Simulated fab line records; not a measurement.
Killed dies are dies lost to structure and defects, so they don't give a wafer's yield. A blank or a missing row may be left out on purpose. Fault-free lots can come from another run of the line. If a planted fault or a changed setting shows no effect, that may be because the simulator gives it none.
A lot that was struck, set against a sound lot || flow sky130 || 17 steps out of a route of 708
Sound: these wafers, L546.3, L546.4, L546.5. Struck: wafers L554.1, L554.3, L554.6. The cause is given at the end.
Order at every step that has rows: each side's tool, ch and its chambers, its first start. Under that, the readings that differ: sound wafers || struck wafers || difference of the means || sigmas: that difference in standard deviations of wafers without a fault.
alike: same words and numbers on both sides, and readings whose means sit less than 2 such deviations apart. not compared: any withheld reading, any reading some wafer has no value for, any bound like >300 that may hide the same value, and any number with overlapping values for which the record gives no deviation.
A row with sigmas, a row that says differs or no value, or rows on one side alone: a step with any of these is where the two part. Numbers that have no deviation but don't overlap get no sigmas and don't part them. Lack of a reading on every wafer of one side parts them only where that side has two or more wafers.

first, 5 steps without rows for these wafers: SKY_SD_N_COAT_02 (resist thk 1140 nm); SKY_SD_N_SOFTBAKE_03 (time 60 s); SKY_SD_N_EXPOSE_04 (exposes mask NSDM, target cd 380 nm); SKY_SD_N_PEB_05; SKY_SD_N_DEVELOP_06 (develop time 60 s).
SKY_SD_N_CD_MEAS_07: the cd target is 380 nm.
  struck on cdSem-02, day 32 02:44; sound on cdSem-02, day 29 08:25
{"reading": "cdNm (nm)", "sound": "379.0 377.7 378.4", "struck": "383.8 381.4 383.0", "difference": "+4.4", "sigmas": "+2"}
SKY_SD_N_OVL_MEAS_08:
  struck on overlay-01, day 32 02:52; sound on overlay-02, day 29 08:31
{"reading": "SD_N_OVL (nm)", "sound": "-1.7 -0.6 -1.6", "struck": "1.4 2.4 2.4", "difference": "+3.4", "sigmas": "+3"}
then, 2 steps without rows for these wafers: SKY_SD_N_IMPLANT_09; SKY_SD_N_IMPLANT_10.
SKY_SD_N_STRIP_11: strips in O2/N2.
  sound on plasmaAsher-03 ch 0,1, day 29 08:52; struck on plasmaAsher-03 ch 0, day 32 03:12
  alike: drypumpMotorCurrentA, oesProductAu, stripTimeToEndpointS
  not compared: rfHoursCounterH
SKY_SD_N_TW_MEAS_12:
  struck on filmMetro-01, day 32 03:18; sound on filmMetro-01, day 29 08:57
  alike: SD_N_TW
then, 1 step without rows for these wafers: SKY_SD_N_CLEAN_13 (cleans in SC1/SC2, time 150 s).
SKY_SD_N_RTA_14: time 2 s.
  sound on rtpAnneal-01 ch 0, day 29 09:04; struck on rtpAnneal-01 ch 0, day 32 03:25
{"reading": "lampPowerPct (%)", "sound": "15.73 15.67 15.63", "struck": "15.06 15.10 15.06", "difference": -0.60, "sigmas": -11}
{"reading": "wafer_temp_C_max", "sound": "1077.3 1076.5 1080.9", "struck": "1053.0 1054.0 1052.0", "difference": -25.2, "sigmas": -19}
  alike: rampUpCPerS
SKY_SD_N_RS_MEAS_16: a four-point-probe measurement.
  struck on filmMetro-03, day 32 03:35; sound on filmMetro-02, day 29 09:16
{"reading": "SD_N_RS (ohm/sq)", "sound": "68.56 68.71 68.58", "struck": "72.44 72.51 72.34", "difference": "+3.81", "sigmas": "+38"}
SKY_SD_N_RS_MEAS_17: a four-point-probe measurement.
  struck on filmMetro-03, day 32 03:42; sound on filmMetro-02, day 29 09:23
{"reading": "SD_P_RS (ohm/sq)", "sound": "146.9 146.7 147.0", "struck": "170.4 170.2 170.6", "difference": "+23.5", "sigmas": "+71"}
SKY_SD_N_RS_MEAS_18: a four-point-probe measurement.
  struck on filmMetro-03, day 32 03:49; sound on filmMetro-02, day 29 09:30
  alike: RES_XHIGH_RS
-- record jumps: 17 days separate the struck wafers' starts on either side; left off in module SD_N, taken up again in module PAD_OPEN, whose first shown step is the route's number 708 --
SKY_PAD_OPEN_PROBE_99:
  struck on prober-02, day 48 22:57; sound on prober-02, day 46 23:41
{"reading": "model.etest.resXhighPo.lineOhmUm", "sound": "5796 5850 6121", "struck": "7135 7564 7620", "difference": "+1517", "sigmas": ""}
{"reading": "model.etest.resXhighPo.rsOhmSq", "sound": "2035 2002 2120", "struck": "2457 2560 2594", "difference": "+485", "sigmas": ""}
{"reading": "model.etest.pfet_01v8.rOnOhmUm", "sound": "2893 2813 2760", "struck": "3125 3091 3070", "difference": "+273", "sigmas": ""}
{"reading": "model.etest.tipP.rsOhmSq", "sound": "6921 6943 6877", "struck": "7189 7191 7204", "difference": "+281", "sigmas": ""}
{"reading": "model.etest.resPdiff.lineOhmUm", "sound": "1349 1358 1370", "struck": "1628 1606 1585", "difference": "+247", "sigmas": ""}
{"reading": "model.etest.resHighPo.lineOhmUm", "sound": "738.2 755 776.7", "struck": "905.7 931.6 934.7", "difference": "+167.4", "sigmas": ""}
{"reading": "model.etest.liconHighPo.rcOhm", "sound": "344 338.8 366.1", "struck": "489.7 499.4 497.7", "difference": "+146.0", "sigmas": ""}
{"reading": "model.etest.pfetG5v0d10v5.rOnOhmUm", "sound": "4773 4684 4598", "struck": "4890 4842 4831", "difference": "+169", "sigmas": ""}

== WHERE THEY PART ==
First at SKY_SD_N_CD_MEAS_07; last, within this record, at SKY_SD_N_RS_MEAS_17. Later steps at which nothing parts them and some readings are alike: SKY_SD_N_RS_MEAS_18.

WHY: whatever the simulator had introduced
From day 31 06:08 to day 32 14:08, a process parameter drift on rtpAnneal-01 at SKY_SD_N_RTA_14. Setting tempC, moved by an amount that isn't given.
